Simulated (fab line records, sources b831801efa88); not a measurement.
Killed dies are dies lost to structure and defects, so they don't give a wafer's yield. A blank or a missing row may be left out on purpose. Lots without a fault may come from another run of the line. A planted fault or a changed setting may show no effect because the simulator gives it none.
fab line records | flow gf180mcu | part 1 of 2: steps 1 to 22 of 33
record lots=5 wafers=15 last_day=34
route steps=602 shown MIM@515 M5@526 V5@540
lots that met no fault: from a run of the same line without faults
start_h: hours from the record's first day to the start of the lot's first wafer shown | wait_h: hours since the lot's step before | " the same as in the row above | L1.1+2: a row that stands for several wafers | - no value, or no start given | * or withheld: withheld | < > ~ a bound
route shown NAME@n: a module of which the file shows steps, and the number in the route of the first | usual: mean/standard deviation of fault-free wafers | same: alike in all rows | chamber/n: place in a boat | sites: the reading at each site | _std_site: their standard deviation | _edge_site: outer sites' mean less inner sites' | radius_mm: how far each site lies from the wafer's centre | mask NAME#n: copy n | behind: the tool/chamber that last shaped the wafer | hold: why the lot was held/for how many hours/how that ended | device: the transistor (n, p or np) that didn't switch | end of line: the same wafers' tests at the end of the route | a step without rows: its recipe alone | killed: dies lost to structure and defects at the first sort, not the wafer's yield | map: a wafer's dies, x killed, . not, _ none there
set.NAME: the setting as run; set.NAME@STEP: as run at that earlier step | model.NAME: the simulator's own value behind a step, which no gauge read
lots at some steps of the route; a table a step, a row a wafer
services: from which hour (start_h, from the record's first day; less than 0 if before it) a tool's chamber was out of use, for how many hours, and why
## steps
# step GF_MIM_DEHYDRATE_12
# recipe temp_c=200 time_s=60
# usual exhaust_pa=45.0/0.82 plate_temp_C=200.01/0.17
# columns lot.wafer tool chamber start_h wait_h exhaust_pa plate_temp_C
L078.4 litho_track-03 0 626.93 9.5 44.3 200.05
L078.5 " 0 " " 45.2 199.93
L078.6 " 0 " " 45.7 199.88
L081.1 litho_track-04 0 650.68 10.2 45.6 200.05
L081.4 " 0 " " 46.8 199.76
L081.6 " 0 " " 45.7 200.14
L092.3 litho_track-03 0 725.85 8.0 46.2 199.89
L092.4 " 0 " " 45.6 200.09
L092.6 " 0 " " 44.9 200.13
L095.2 litho_track-02 0 740.62 8.2 44.1 200.00
L095.5 " 0 " " 43.8 199.93
L095.6 " 0 " " 43.3 200.14
L096.2 litho_track-03 0 748.23 7.6 44.5 200.06
L096.3 " 0 " " 45.2 200.00
L096.4 " 0 " " 44.7 199.81
# step GF_MIM_HMDS_13
# recipe prime_time_s=60 prime_temp_c=120
# usual exhaust_pa=45.0/0.86 prime_temp_c=119.97/0.14
# columns lot.wafer tool chamber start_h wait_h exhaust_pa prime_temp_c
L078.4 litho_track-03 0 627.08 0.1 44.8 120.09
L078.5 " 0 " " 44.4 120.02
L078.6 " 0 " " 45.5 119.80
L081.1 litho_track-04 0 650.83 0.1 46.6 119.73
L081.4 " 0 " " 44.6 119.85
L081.6 " 0 " " 45.3 119.89
L092.3 litho_track-03 0 726.00 0.1 44.0 119.85
L092.4 " 0 " " 44.2 119.96
L092.6 " 0 " " 44.0 120.07
L095.2 litho_track-02 0 740.77 0.1 45.4 119.82
L095.5 " 0 " " 45.1 119.89
L095.6 " 0 " " 45.3 120.02
L096.2 litho_track-03 0 748.38 0.1 43.9 120.03
L096.3 " 0 " " 43.8 120.25
L096.4 " 0 " " 44.4 120.01
# step GF_MIM_COAT_14
# recipe resist=NOVOLAK spin_rpm=3000 resist_thk_nm=1000
# usual exhaust_pa=45.1/0.83
# columns lot.wafer tool chamber start_h wait_h exhaust_pa
L078.4 litho_track-03 0 627.23 0.1 45.0
L078.5 " 0 " " 43.4
L078.6 " 0 " " 43.8
L081.1 litho_track-04 0 650.98 0.1 46.0
L081.4 " 0 " " 45.1
L081.6 " 0 " " 45.5
L092.3 litho_track-03 0 726.15 0.1 45.0
L092.4 " 0 " " 45.4
L092.6 " 0 " " 45.2
L095.2 litho_track-02 0 740.92 0.1 46.9
L095.5 " 0 " " 46.2
L095.6 " 0 " " 45.6
L096.2 litho_track-03 0 748.53 0.1 44.8
L096.3 " 0 " " 46.7
L096.4 " 0 " " 45.4
# step GF_MIM_SOFTBAKE_15
# recipe temp_c=90 time_s=60 resist=NOVOLAK
# usual exhaust_pa=44.9/0.85 plate_temp_C=89.99/0.12
# columns lot.wafer tool chamber start_h wait_h exhaust_pa plate_temp_C
L078.4 litho_track-03 0 627.38 0.1 44.2 89.89
L078.5 " 0 " " 44.0 89.85
L078.6 " 0 " " 44.3 89.64
L081.1 litho_track-04 0 651.13 0.1 43.5 89.89
L081.4 " 0 " " 45.0 89.99
L081.6 " 0 " " 44.5 90.06
L092.3 litho_track-03 0 726.30 0.1 43.9 90.12
L092.4 " 0 " " 45.1 90.02
L092.6 " 0 " " 42.8 90.03
L095.2 litho_track-02 0 741.07 0.1 45.2 90.02
L095.5 " 0 " " 43.8 90.09
L095.6 " 0 " " 44.5 89.97
L096.2 litho_track-03 0 748.68 0.1 45.4 90.05
L096.3 " 0 " " 46.0 90.10
L096.4 " 0 " " 45.6 89.96
# step GF_MIM_EXPOSE_16
# recipe mask_id=FuseTop target_cd_nm=2000 na=0.6 source_shape=conventional sigma_outer=0.6 dose_mj=140
# usual reticle_temp_C=23.02/0.1
# columns lot.wafer tool chamber start_h wait_h mask reticle_temp_C
L078.4 iline_stepper-02 0 - - FuseTop#0 23.09
L078.5 " 0 " " FuseTop#0 23.11
L078.6 " 0 " " FuseTop#0 22.94
L081.1 iline_stepper-02 0 - - FuseTop#0 22.94
L081.4 " 0 " " FuseTop#0 23.00
L081.6 " 0 " " FuseTop#0 23.02
L092.3 iline_stepper-01 0 - - FuseTop#0 23.06
L092.4 " 0 " " FuseTop#0 22.89
L092.6 " 0 " " FuseTop#0 23.09
L095.2 iline_stepper-02 0 - - FuseTop#0 23.01
L095.5 " 0 " " FuseTop#0 23.03
L095.6 " 0 " " FuseTop#0 22.99
L096.2 iline_stepper-01 0 - - FuseTop#0 23.03
L096.3 " 0 " " FuseTop#0 22.98
L096.4 " 0 " " FuseTop#0 23.21
# step GF_MIM_PEB_17
# recipe temp_c=withheld time_s=* resist=NOVOLAK
# usual exhaust_pa=45.1/0.74
# columns lot.wafer tool chamber start_h wait_h exhaust_pa
L078.4 litho_track-02 0 - - 43.9
L078.5 " 0 " " 44.3
L078.6 " 0 " " 45.1
L081.1 litho_track-02 0 - - 44.1
L081.4 " 0 " " 43.7
L081.6 " 0 " " 44.2
L092.3 litho_track-03 0 - - 44.9
L092.4 " 0 " " 45.9
L092.6 " 0 " " 45.1
L095.2 litho_track-03 0 - - 45.7
L095.5 " 0 " " 44.8
L095.6 " 0 " " 44.8
L096.2 litho_track-02 0 - - 45.4
L096.3 " 0 " " 45.2
L096.4 " 0 " " 45.0
# step GF_MIM_DEVELOP_18
# recipe develop_time_s=60 dev_temp_c=23
# usual exhaust_pa=45.3/0.91
# columns lot.wafer tool chamber start_h wait_h exhaust_pa
L078.4 litho_track-02 0 637.17 0.1 46.0
L078.5 " 0 " " 45.7
L078.6 " 0 " " 45.8
L081.1 litho_track-02 0 660.75 0.1 44.4
L081.4 " 0 " " 45.5
L081.6 " 0 " " 45.0
L092.3 litho_track-03 0 735.50 0.1 45.6
L092.4 " 0 " " 44.8
L092.6 " 0 " " 45.2
L095.2 litho_track-03 0 748.98 0.1 46.4
L095.5 " 0 " " 46.8
L095.6 " 0 " " 46.1
L096.2 litho_track-02 0 757.52 0.1 47.2
L096.3 " 0 " " 47.1
L096.4 " 0 " " 45.7
# step GF_MIM_METAL_ETCH_19
# recipe chemistry=Cl2/BCl3 mask_material=NOVOLAK stop_on=Si3N4 target_depth_nm=324.5 pressure_mtorr=8 icp_w=800 bias_w=140 Cl2_flow_sccm=80 bcl3_flow_sccm=40 time_s=54.1
# usual drypump_motor_current_A=5.5/0.45 oes_product_au=0.940/0.0067 throttle_valve_pct=28.285/0.01
# columns lot.wafer tool chamber start_h wait_h drypump_motor_current_A oes_product_au rf_hours_counter_h throttle_valve_pct
L078.4 rie_metal-03 0 637.27 0.1 5.0 0.956 - 28.285
L078.5 " 1 " " 5.9 0.954 - 28.268
L078.6 " 0 " " 5.1 0.949 - 28.267
L081.1 rie_metal-03 0 660.90 0.1 5.1 0.942 7 28.291
L081.4 " 0 " " 5.0 0.937 - 28.279
L081.6 " 0 " " 5.1 0.937 - 28.288
L092.3 rie_metal-04 0 735.62 0.1 6.3 0.934 - 28.303
L092.4 " 1 " " 5.7 0.944 - 28.267
L092.6 " 0 " " 6.2 0.939 - 28.283
L095.2 rie_metal-04 1 749.12 0.1 5.7 0.942 - 28.274
L095.5 " 1 " " 5.7 0.945 - 28.293
L095.6 " 1 " " 5.7 0.944 - 28.282
L096.2 rie_metal-03 0 757.64 0.1 5.0 0.931 11 28.295
L096.3 " 0 " " 5.1 0.930 - 28.284
L096.4 " 1 " " 5.9 0.937 - 28.285
# step GF_MIM_STRIP_20
# recipe chemistry=O2/N2 power_w=1400 pressure_mtorr=1500 platen_temp_c=250 o2_flow_sccm=3000 n2_flow_sccm=300 overash_fraction=0.5
# usual drypump_motor_current_A=5.9/0.34 heater_power_w=330/43 n2_flow_sccm=300.2/0.89 oes_product_au=0.692/0.0046 strip_time_to_endpoint_s=11.23/0.043
# same overash_fraction=0.5
# columns lot.wafer tool chamber start_h wait_h drypump_motor_current_A heater_power_w n2_flow_sccm oes_product_au rf_hours_counter_h strip_time_to_endpoint_s
L078.4 plasma_asher-03 0 637.35 0.1 6.0 296 299.7 0.692 - 11.33
L078.5 " 0 " " 6.0 301 300.4 0.693 - 11.25
L078.6 " 1 " " 5.6 281 299.7 0.697 - 11.28
L081.1 plasma_asher-02 0 660.97 0.0 6.5 393 300.5 0.697 59 11.28
L081.4 " 0 " " 6.5 389 300.8 0.696 - 11.29
L081.6 " 1 " " 6.1 298 299.0 0.695 - 11.24
L092.3 plasma_asher-03 0 735.70 0.1 6.0 303 301.2 0.686 - 11.15
L092.4 " 1 " " 5.6 277 299.6 0.696 - 11.14
L092.6 " 1 " " 5.6 281 300.1 0.685 - 11.18
L095.2 plasma_asher-04 0 749.24 0.1 5.6 329 299.5 0.689 0 11.15
L095.5 " 1 " " 5.4 393 299.1 0.682 - 11.17
L095.6 " 0 " " 5.6 338 300.2 0.684 - 11.14
L096.2 plasma_asher-03 0 757.71 0.0 6.0 296 301.1 0.691 99 11.26
L096.3 " 1 " " 5.6 280 298.8 0.690 - 11.24
L096.4 " 0 " " 6.0 300 298.7 0.691 - 11.24
# step GF_MIM_STRIP_21
# recipe chemistry=post_etch_residue_remover time_s=1200 temp_c=72.5
# columns lot.wafer tool chamber start_h wait_h
L078.4+5+6 wet_bench-01 1 637.42 0.0
L081.1+4+6 wet_bench-02 1 661.07 0.1
L092.3+4+6 wet_bench-01 1 735.77 0.0
L095.2+5+6 wet_bench-04 0 749.34 0.1
L096.2+3+4 wet_bench-01 3 757.81 0.1
# step GF_MIM_CLEAN_22
# recipe chemistry=DIW dry=n2_spin
# columns lot.wafer tool chamber start_h wait_h
L078.4+5+6 wet_bench-04 0 637.79 0.0
L081.1+4+6 wet_bench-02 2 661.75 0.0
L092.3+4+6 wet_bench-04 1 736.11 0.0
L095.2+5+6 wet_bench-01 0 749.71 0.0
L096.2+3+4 wet_bench-04 3 758.19 0.0
# step GF_M5_DEHYDRATE_00
# recipe temp_c=200 time_s=60
# usual exhaust_pa=45.1/0.83 plate_temp_C=199.98/0.16
# columns lot.wafer tool chamber start_h wait_h exhaust_pa plate_temp_C
L078.4 litho_track-04 0 647.15 9.3 44.3 200.00
L078.5 " 0 " " 44.0 199.99
L078.6 " 0 " " 44.3 199.86
L081.1 litho_track-04 0 671.68 9.7 45.4 199.83
L081.4 " 0 " " 45.6 199.87
L081.6 " 0 " " 45.0 199.74
L092.3 litho_track-04 0 744.28 8.1 43.3 200.13
L092.4 " 0 " " 44.8 199.84
L092.6 " 0 " " 45.2 200.43
L095.2 litho_track-01 0 758.11 8.3 44.8 199.77
L095.5 " 0 " " 44.7 199.79
L095.6 " 0 " " 43.3 199.93
L096.2 litho_track-03 0 765.58 7.3 44.6 200.05
L096.3 " 0 " " 43.3 199.89
L096.4 " 0 " " 43.9 200.01
# step GF_M5_HMDS_01
# recipe prime_time_s=60 prime_temp_c=120
# usual exhaust_pa=45.0/0.72 prime_temp_c=119.98/0.12
# columns lot.wafer tool chamber start_h wait_h exhaust_pa prime_temp_c
L078.4 litho_track-04 0 647.30 0.1 46.1 120.08
L078.5 " 0 " " 44.9 120.09
L078.6 " 0 " " 46.0 120.00
L081.1 litho_track-04 0 671.83 0.1 44.8 119.95
L081.4 " 0 " " 43.6 120.06
L081.6 " 0 " " 44.0 119.98
L092.3 litho_track-04 0 744.43 0.1 45.7 119.90
L092.4 " 0 " " 43.4 120.05
L092.6 " 0 " " 44.8 120.00
L095.2 litho_track-01 0 758.26 0.1 45.3 120.00
L095.5 " 0 " " 45.3 120.25
L095.6 " 0 " " 45.4 120.08
L096.2 litho_track-03 0 765.73 0.1 44.1 120.08
L096.3 " 0 " " 46.0 120.13
L096.4 " 0 " " 45.3 119.87
# step GF_M5_COAT_02
# recipe resist=KrF spin_rpm=withheld resist_thk_nm=1000
# usual exhaust_pa=45.2/0.71
# columns lot.wafer tool chamber start_h wait_h exhaust_pa
L078.4 litho_track-04 0 647.45 0.1 45.7
L078.5 " 0 " " 45.5
L078.6 " 0 " " 46.1
L081.1 litho_track-04 0 671.98 0.1 44.9
L081.4 " 0 " " 44.4
L081.6 " 0 " " 45.1
L092.3 litho_track-04 0 744.58 0.1 45.0
L092.4 " 0 " " 44.4
L092.6 " 0 " " 44.9
L095.2 litho_track-01 0 758.41 0.1 46.0
L095.5 " 0 " " 45.1
L095.6 " 0 " " 44.9
L096.2 litho_track-03 0 765.88 0.1 44.3
L096.3 " 0 " " 44.4
L096.4 " 0 " " 44.8
# step GF_M5_SOFTBAKE_03
# recipe temp_c=130 time_s=60 resist=KrF
# usual exhaust_pa=44.9/0.86 plate_temp_C=130.02/0.16
# columns lot.wafer tool chamber start_h wait_h exhaust_pa plate_temp_C
L078.4 litho_track-04 0 647.60 0.1 44.9 129.95
L078.5 " 0 " " 43.6 129.94
L078.6 " 0 " " 45.2 130.02
L081.1 litho_track-04 0 672.13 0.1 44.5 130.18
L081.4 " 0 " " 46.0 129.95
L081.6 " 0 " " 44.4 130.12
L092.3 litho_track-04 0 744.73 0.1 46.4 130.11
L092.4 " 0 " " 46.4 130.05
L092.6 " 0 " " 44.7 130.28
L095.2 litho_track-01 0 758.56 0.1 44.2 130.17
L095.5 " 0 " " 44.3 130.00
L095.6 " 0 " " 43.2 129.91
L096.2 litho_track-03 0 766.03 0.1 44.5 130.31
L096.3 " 0 " " 44.7 130.13
L096.4 " 0 " " 45.3 130.11
# step GF_M5_EXPOSE_04
# recipe mask_id=Metal5 target_cd_nm=280 na=0.68 source_shape=conventional sigma_outer=0.6 dose_mj=28
# usual reticle_temp_C=23.00/0.1
# columns lot.wafer tool chamber start_h wait_h mask reticle_temp_C
L078.4 krf_scanner-02 0 - - Metal5#0 23.11
L078.5 " 0 " " Metal5#0 23.13
L078.6 " 0 " " Metal5#0 23.14
L081.1 krf_scanner-01 0 - - Metal5#0 23.02
L081.4 " 0 " " Metal5#0 23.03
L081.6 " 0 " " Metal5#0 23.11
L092.3 krf_scanner-01 0 - - Metal5#0 22.92
L092.4 " 0 " " Metal5#0 22.95
L092.6 " 0 " " Metal5#0 22.93
L095.2 krf_scanner-01 0 - - Metal5#0 22.92
L095.5 " 0 " " Metal5#0 22.84
L095.6 " 0 " " Metal5#0 22.88
L096.2 krf_scanner-01 0 - - Metal5#0 22.99
L096.3 " 0 " " Metal5#0 22.98
L096.4 " 0 " " Metal5#0 23.11
# step GF_M5_PEB_05
# recipe peb_temp_c=135 peb_time_s=90 resist=KrF
# usual exhaust_pa=45.0/0.84 plate_temp_C=135.00/0.12
# columns lot.wafer tool chamber start_h wait_h exhaust_pa plate_temp_C
L078.4 litho_track-04 0 - - 45.5 135.11
L078.5 " 0 " " 44.5 135.09
L078.6 " 0 " " 45.2 135.24
L081.1 litho_track-01 0 - - 45.0 135.03
L081.4 " 0 " " 46.5 134.78
L081.6 " 0 " " 44.3 134.69
L092.3 litho_track-03 0 - - 45.5 135.11
L092.4 " 0 " " 46.0 134.97
L092.6 " 0 " " 45.9 135.09
L095.2 litho_track-01 0 - - 44.1 135.00
L095.5 " 0 " " 44.5 134.93
L095.6 " 0 " " 44.3 135.03
L096.2 litho_track-01 0 - - 44.4 135.24
L096.3 " 0 " " 46.0 135.02
L096.4 " 0 " " 44.7 135.17
# step GF_M5_DEVELOP_06
# recipe develop_time_s=60 dev_temp_c=21
# usual exhaust_pa=44.9/0.75
# columns lot.wafer tool chamber start_h wait_h exhaust_pa
L078.4 litho_track-04 0 657.75 0.1 45.4
L078.5 " 0 " " 45.3
L078.6 " 0 " " 45.1
L081.1 litho_track-01 0 681.44 0.2 45.5
L081.4 " 0 " " 46.3
L081.6 " 0 " " 46.1
L092.3 litho_track-03 0 753.15 0.1 45.4
L092.4 " 0 " " 44.3
L092.6 " 0 " " 45.1
L095.2 litho_track-01 0 767.21 0.2 45.9
L095.5 " 0 " " 44.8
L095.6 " 0 " " 44.8
L096.2 litho_track-01 0 774.41 0.2 44.9
L096.3 " 0 " " 46.6
L096.4 " 0 " " 45.7
# step GF_M5_CD_MEAS_07
# recipe target_cd_nm=280
# usual cd_nm=279.9/1.2
# columns lot.wafer tool chamber start_h wait_h cd_nm
L078.4 cd_sem-01 - 657.89 0.1 279.5
L078.5 " - " " 279.6
L078.6 " - " " 279.8
L081.1 cd_sem-01 - 681.59 0.1 280.5
L081.4 " - " " 280.2
L081.6 " - " " 280.4
L092.3 cd_sem-02 - 753.29 0.1 280.1
L092.4 " - " " 281.7
L092.6 " - " " 280.2
L095.2 cd_sem-02 - 767.36 0.1 278.3
L095.5 " - " " 277.1
L095.6 " - " " 278.1
L096.2 cd_sem-01 - 774.56 0.1 279.8
L096.3 " - " " 278.6
L096.4 " - " " 279.3
# step GF_M5_OVL_MEAS_08
# usual M5_OVL=3/5.6
# columns lot.wafer tool chamber start_h wait_h M5_OVL[nm]
L078.4 overlay-01 - 657.96 0.1 3
L078.5 " - " " 3
L078.6 " - " " 4
L081.1 overlay-01 - 681.71 0.1 7
L081.4 " - " " -2
L081.6 " - " " -3
L092.3 overlay-02 - 753.38 0.1 6
L092.4 " - " " -4
L092.6 " - " " 10
L095.2 overlay-02 - 767.47 0.1 9
L095.5 " - " " 3
L095.6 " - " " 14
L096.2 overlay-01 - 774.66 0.1 1
L096.3 " - " " -2
L096.4 " - " " 9
# step GF_M5_ETCH_09
# recipe chemistry=CF4/O2 target=Si3N4 target_depth_nm=52 source_w=800 bias_w=152.9 pressure_mtorr=150 cf4_flow_sccm=80 O2_flow_sccm=10 time_s=11.6
# usual O2_flow_sccm=10.005/0.027 drypump_motor_current_A=5.6/0.33 oes_product_au=1.005/0.0099 throttle_valve_pct=5.971/0.011
# columns lot.wafer tool chamber start_h wait_h O2_flow_sccm drypump_motor_current_A oes_product_au rf_hours_counter_h throttle_valve_pct
L078.4 rie_diel-01 3 657.99 0.0 10.040 5.6 0.998 - 5.970
L078.5 " 0 " " 9.992 5.8 1.017 - 5.953
L078.6 " 2 " " 10.010 6.0 1.005 - 5.979
L081.1 rie_diel-01 3 681.75 0.0 9.965 5.6 1.016 0 5.966
L081.4 " 2 " " 9.951 6.0 0.999 13 5.970
L081.6 " 3 " " 9.961 5.6 1.006 - 5.962
L092.3 rie_diel-02 2 753.41 0.0 9.995 5.7 0.997 8 5.972
L092.4 " 3 " " 10.002 5.1 1.007 18 5.954
L092.6 " 0 " " 10.003 5.7 1.011 - 5.984
L095.2 rie_diel-02 0 767.50 0.0 9.983 5.8 1.008 5 5.972
L095.5 " 3 " " 10.022 5.1 1.001 - 5.967
L095.6 " 2 " " 9.993 5.7 0.992 - 5.954
L096.2 rie_diel-02 2 774.69 0.0 10.036 5.6 0.984 8 5.960
L096.3 " 3 " " 9.977 5.1 0.986 19 5.957
L096.4 " 1 " " 9.964 4.9 1.015 19 5.965
# step GF_M5_METAL_ETCH_10
# recipe chemistry=Cl2/BCl3 mask_material=KrF target_depth_nm=627.5 stop_on=SiO2 pressure_mtorr=8 icp_w=800 bias_w=140 Cl2_flow_sccm=80 bcl3_flow_sccm=40 time_s=104.6
# usual drypump_motor_current_A=5.6/0.47 oes_product_au=0.974/0.006 throttle_valve_pct=28.247/0.0095
# columns lot.wafer tool chamber start_h wait_h drypump_motor_current_A oes_product_au rf_hours_counter_h throttle_valve_pct
L078.4 rie_metal-04 1 658.04 0.0 5.7 0.966 - 28.264
L078.5 " 1 " " 5.7 0.974 - 28.241
L078.6 " 0 " " 6.3 0.978 - 28.244
L081.1 rie_metal-04 1 681.77 0.0 5.8 0.975 11 28.253
L081.4 " 0 " " 6.3 0.974 - 28.226
L081.6 " 1 " " 5.8 0.974 - 28.240
L092.3 rie_metal-01 0 753.47 0.0 6.0 0.971 - 28.235
L092.4 " 1 " " 5.2 0.982 - 28.239
L092.6 " 0 " " 6.0 0.977 - 28.251
L095.2 rie_metal-01 1 767.52 0.0 5.2 0.984 9 28.250
L095.5 " 1 " " 5.2 0.966 - 28.245
L095.6 " 0 " " 6.0 0.977 - 28.232
L096.2 rie_metal-04 0 774.72 0.0 6.3 0.978 1 28.246
L096.3 " 1 " " 5.7 0.986 - 28.236
L096.4 " 0 " " 6.3 0.968 - 28.242
